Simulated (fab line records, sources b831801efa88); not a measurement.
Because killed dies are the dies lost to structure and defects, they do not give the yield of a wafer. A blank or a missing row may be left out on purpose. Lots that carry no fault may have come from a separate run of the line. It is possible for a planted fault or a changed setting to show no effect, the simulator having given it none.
Struck lot and sound lot, side by side || flow sky130 || 43 out of 708 route steps
Sound: wafers L781.2, L781.3, L781.5. Wafers struck: L793.2, L793.4, L793.6. The cause comes at the end.
For every step that has rows: the tool of each side, followed by ch and its chambers, followed by its first start. Under that, the readings that differ: sound wafers || struck wafers || difference of the means || sigmas: that difference in standard deviations of wafers without a fault.
alike: readings whose means differ by less than 2 such deviations, and words and numbers that are the same on both sides. not compared: withheld readings, readings that some wafer has no value for, bounds like >300 that may hide the same value, and numbers for which the record gives no deviation and whose values overlap.
The two part at a step that has a row with sigmas, a row that says differs or no value, or rows on one side only. When numbers do not overlap yet have no deviation, they are printed without sigmas and do not part them. A reading that every wafer of one side lacks parts them only if that side has two wafers or more.

first, 4 steps without rows for these wafers: SKY_METAL3_SOFTBAKE_09 (time 90 s); SKY_METAL3_EXPOSE_10 (exposes mask MM3, target cd 300 nm); SKY_METAL3_PEB_11; SKY_METAL3_DEVELOP_12 (develop time 60 s).
SKY_METAL3_CD_MEAS_13: target cd 300 nm.
  sound on cd-sem-01 at day 37 05:37; struck on cd-sem-02 at day 44 03:05
  alike: cd-nm
SKY_METAL3_OVL_MEAS_14:
  sound on overlay-01 at day 37 05:44; struck on overlay-01 at day 44 03:11
  alike: METAL3_OVL
SKY_METAL3_DESCUM_15: chemistry O2, time 8 s.
  sound on rie-metal-01 ch 0,1, day 37 05:46; struck on rie-metal-01 ch 0,1, day 44 03:13
{"reading": "oes-product-au (a.u.)", "sound": "1.004 1.005 1.007", "struck": "0.978 0.995 0.986", "difference": -0.019, "sigmas": -3}
  alike: drypump-motor-current-A
  not compared: rf-hours-counter-h
then, 2 steps without rows for these wafers: SKY_METAL3_ETCH_16 (etches BARC in N2/H2, stops on SiO2, time 88.2 s, target depth 60 nm); SKY_METAL3_ETCH_17 (etches SiO2 in C4F8/O2/Ar, stops on TiN, time 3.9 s, target depth 15 nm).
SKY_METAL3_METAL_ETCH_18: etches the open film in Cl2/BCl3, stops on SiO2, target depth 845 nm, time 183.1 s.
  sound on rie-metal-04 ch 0,1, day 37 05:55; struck on rie-metal-04 ch 0,1, day 44 03:22
  alike: drypump-motor-current-A, oes-product-au, throttle-valve-pct
  not compared: rf-hours-counter-h
then, 2 steps without rows for these wafers: SKY_METAL3_STRIP_19 (strips in O2/N2); SKY_METAL3_STRIP_20 (strips in post etch residue remover, time 1200 s).
SKY_METAL3_CLEAN_21: cleans in IPA, time 180 s.
  sound on wet-bench-04 ch 0, day 37 06:32; struck on wet-bench-04 ch 0, day 44 03:59
then, 2 steps without rows for these wafers: SKY_METAL3_CLEAN_22 (cleans in O3/DIW); SKY_VIA3_HDPCVD_00 (deposits SiO2, target thk 1635 nm, time 272.5 s).
SKY_VIA3_THK_MEAS_01:
  sound on film-metro-04 at day 37 06:56; struck on film-metro-03 at day 44 04:19
  alike: VIA3_HDPCVD_THK
then, 1 step without rows for these wafers: SKY_VIA3_CMP_02 (polishes SiO2).
SKY_VIA3_BOW_MEAS_03:
  sound on film-metro-03 at day 37 07:19; struck on film-metro-02 at day 44 04:41
  alike: VIA3_BOW
then, 8 steps without rows for these wafers: SKY_VIA3_DEHYDRATE_04 (time 60 s); SKY_VIA3_HMDS_05 (prime time 60 s); SKY_VIA3_COAT_06 (resist thk 60 nm); SKY_VIA3_COAT_07 (resist thk 450 nm); SKY_VIA3_SOFTBAKE_08 (time 90 s); SKY_VIA3_EXPOSE_09 (exposes mask VIM3, target cd 200 nm); SKY_VIA3_PEB_10; SKY_VIA3_DEVELOP_11 (develop time 60 s).
SKY_VIA3_CD_MEAS_12: target cd 200 nm.
  sound on cd-sem-01 at day 38 08:11; struck on cd-sem-01 at day 45 02:14
  alike: cd-nm
SKY_VIA3_OVL_MEAS_13:
  sound on overlay-01 at day 38 08:17; struck on overlay-01 at day 45 02:21
  alike: VIA3_OVL
SKY_VIA3_ETCH_14: etches BARC in N2/H2, stops on SiO2, time 45.9 s, target depth 60 nm.
  sound on rie-diel-04 ch 0,1, day 38 08:19; struck on rie-diel-02 ch 0,1,3, day 45 02:23
  alike: drypump-motor-current-A, h2-flow-sccm, oes-product-au, throttle-valve-pct
  not compared: rf-hours-counter-h
then, 1 step without rows for these wafers: SKY_VIA3_ETCH_15 (etches SiO2 in C4F8/O2/Ar, stops on TiN, target depth 507 nm, time 78 s).
SKY_VIA3_STRIP_16: strips in O2/N2.
  sound on plasma-asher-02 ch 0,1, day 38 08:25; struck on plasma-asher-01 ch 0,1, day 45 02:29
  alike: drypump-motor-current-A, oes-product-au, strip-time-to-endpoint-s
  not compared: rf-hours-counter-h
then, 5 steps without rows for these wafers: SKY_VIA3_STRIP_17 (strips in post etch residue remover, time 1200 s); SKY_VIA3_CLEAN_18 (cleans in IPA, time 180 s); SKY_VIA3_CLEAN_19 (cleans in O3/DIW); SKY_VIA3_SPUTTER_20 (material TiN, target thk 20 nm, time 80 s); SKY_VIA3_CVD_21 (deposits W, target thk 390 nm, time 117.31 s).
SKY_VIA3_RS_MEAS_22: measurement is done with a four-point probe.
  sound on film-metro-04 at day 38 09:13; struck on film-metro-02 at day 45 03:17
  alike: VIA3_W_RS
SKY_VIA3_THK_MEAS_23: measures by xrf.
  sound on film-metro-04 at day 38 09:20; struck on film-metro-02 at day 45 03:23
  alike: VIA3_W_THK
then, 3 steps without rows for these wafers: SKY_VIA3_CMP_24 (polishes, stops on SiO2, t overpolish 20 s, target thk 0 nm); SKY_METAL4_SPUTTER_00 (material Ti, target thk 15 nm, time 10 s); SKY_METAL4_SPUTTER_01 (material TiN, target thk 20 nm, time 16.7 s).
SKY_METAL4_SPUTTER_02: material AlCu, target thk 735 nm, time 39.1 s.
  sound on pvd-sputter-03 at day 38 09:44; struck on pvd-sputter-02 at day 45 03:47
  alike: throttle-valve-pct
-- the record jumps here: 5 days lie between the struck wafers' starts before and after (it left off in module METAL4 and takes up again in module PAD_OPEN, whose first step shown is number 708 of the route) --
SKY_PAD_OPEN_PROBE_99:
  sound on prober-02 at day 44 18:47; struck on prober-02 at day 50 06:40
{"reading": "killed_at_M0_to_M3", "sound": "46 47 60", "struck": "71 67 70", "difference": "+18", "sigmas": "+3"}
{"reading": "killed-short", "sound": "49 39 56", "struck": "34 30 43", "difference": -12, "sigmas": -2}
{"reading": "sort_bin_5_function (%)", "sound": "12.4 11.0 11.8", "struck": "15.4 16.1 13.4", "difference": "+3.2", "sigmas": "+2"}
{"reading": "model.etest.tester.sort-n-pass", "sound": "390 395 387", "struck": "377 377 380", "difference": -13, "sigmas": ""}
{"reading": "model.etest.tester.sort-yield-pct (%)", "sound": "79.27 80.28 78.66", "struck": "76.63 76.63 77.24", "difference": -2.57, "sigmas": ""}
{"reading": "model.etest.tester.sort_bin_5_pct (%)", "sound": "12.4 10.98 11.79", "struck": "15.45 16.06 13.41", "difference": "+3.25", "sigmas": ""}
  alike: defect-limited-yield, killed_at_M4_up, killed-at-contacts, killed-at-front-end, killed-at-other, killed-dies, killed-open, sort_bin_3_pad_short, sort_bin_6_memory, sort-n-pass, sort-yield-pct
  not compared: model.etest.tester.sort_bin_3_pct

WHERE THEY PART
Earliest at SKY_METAL3_DESCUM_15; latest, in this record, at SKY_PAD_OPEN_PROBE_99.

WHY: whatever the simulator had introduced
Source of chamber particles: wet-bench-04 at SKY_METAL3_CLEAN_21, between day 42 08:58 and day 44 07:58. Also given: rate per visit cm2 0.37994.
